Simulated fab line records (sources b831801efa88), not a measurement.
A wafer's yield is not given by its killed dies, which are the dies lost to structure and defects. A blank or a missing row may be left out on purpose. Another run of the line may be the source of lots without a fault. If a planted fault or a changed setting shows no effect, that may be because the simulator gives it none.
Matching of chambers ; flow sfq-line ; SFQ_TRILAYER_A5B_CMP_CMP_130 on cmp-02 has 4 sister chambers
The step polishes, stops on Nb, target thk 340.7 nm. 16 wafers are shown with their chamber, then 8 later ones without.

== WAFERS WITH THEIR CHAMBER ==
wafer;chamber;motor-current-A (A);head-pressure-psi (psi);slurry-flow-ml-min
L671.2;1;10.0;3.001;149.4
L671.4;2;10.7;3.008;150.1
L671.5;0;11.3;3.009;149.9
L673.1;0;10.9;3.009;148.8
L673.4;2;10.6;2.994;150.4
L673.6;3;11.1;2.996;149.2
L676.3;1;10.2;3.001;149.9
L676.4;0;11.4;3.006;150.6
L676.6;3;11.2;2.987;149.9
L686.2;0;11.5;2.993;149.3
L686.3;3;11.3;3.000;150.0
L686.5;0;11.0;2.991;149.6
L689.1;3;10.7;2.989;150.1
L689.4;0;11.4;3.002;149.2
L689.2;2;10.9;3.008;150.0
L690.2;2;10.1;2.992;149.9

SIGNATURES (averages over the wafers above)
reading;chamber 0;chamber 1;chamber 2;chamber 3;scatter within a chamber
motor-current-A;11.250;10.100;10.575;11.075;0.269
head-pressure-psi;3.00167;3.00100;3.00050;2.99300;0.00737
slurry-flow-ml-min;149.567;149.650;150.100;149.800;0.478
Rule: a wafer's distance from a chamber is the root of the sum, over the readings, of the square of ((its reading less the chamber's mean) divided by the reading's scatter). If the next closest chamber is less than 2 further off than the closest, the wafer can't be placed; otherwise it belongs to the closest. How the scatter is found: for the shown wafers, subtract from each reading the mean of its chamber, square and add these, divide the total by (wafers less chambers), then take the root.

== WAFERS WHOSE CHAMBER IS MISSING ==
wafer;motor-current-A (A);head-pressure-psi (psi);slurry-flow-ml-min
L690.3;9.8;2.998;149.8
L690.4;11.6;3.000;149.9
L692.2;9.9;3.000;150.3
L692.3;11.4;3.001;149.2
L692.4;10.1;3.008;150.6
L694.3;11.3;2.994;149.8
L694.2;10.2;2.989;150.7
L694.5;11.1;2.989;149.8

== EACH ONE'S CHAMBER ==
wafer;from the rows above;in truth
L690.3;can't be placed: 1 or 2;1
L690.4;can't be placed: 0 or 3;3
L692.2;can't be placed: 1 or 2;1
L692.3;can't be placed: 0 or 3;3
L692.4;can't be placed: 1 or 2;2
L694.3;can't be placed: 3 or 0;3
L694.2;can't be placed: 2 or 1 or 3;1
L694.5;can't be placed: 3 or 0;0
Correctly placed: 0 of 8. Unplaceable from these rows: 8, with the true chamber sitting among the candidates in 8. 0 placed wrongly.
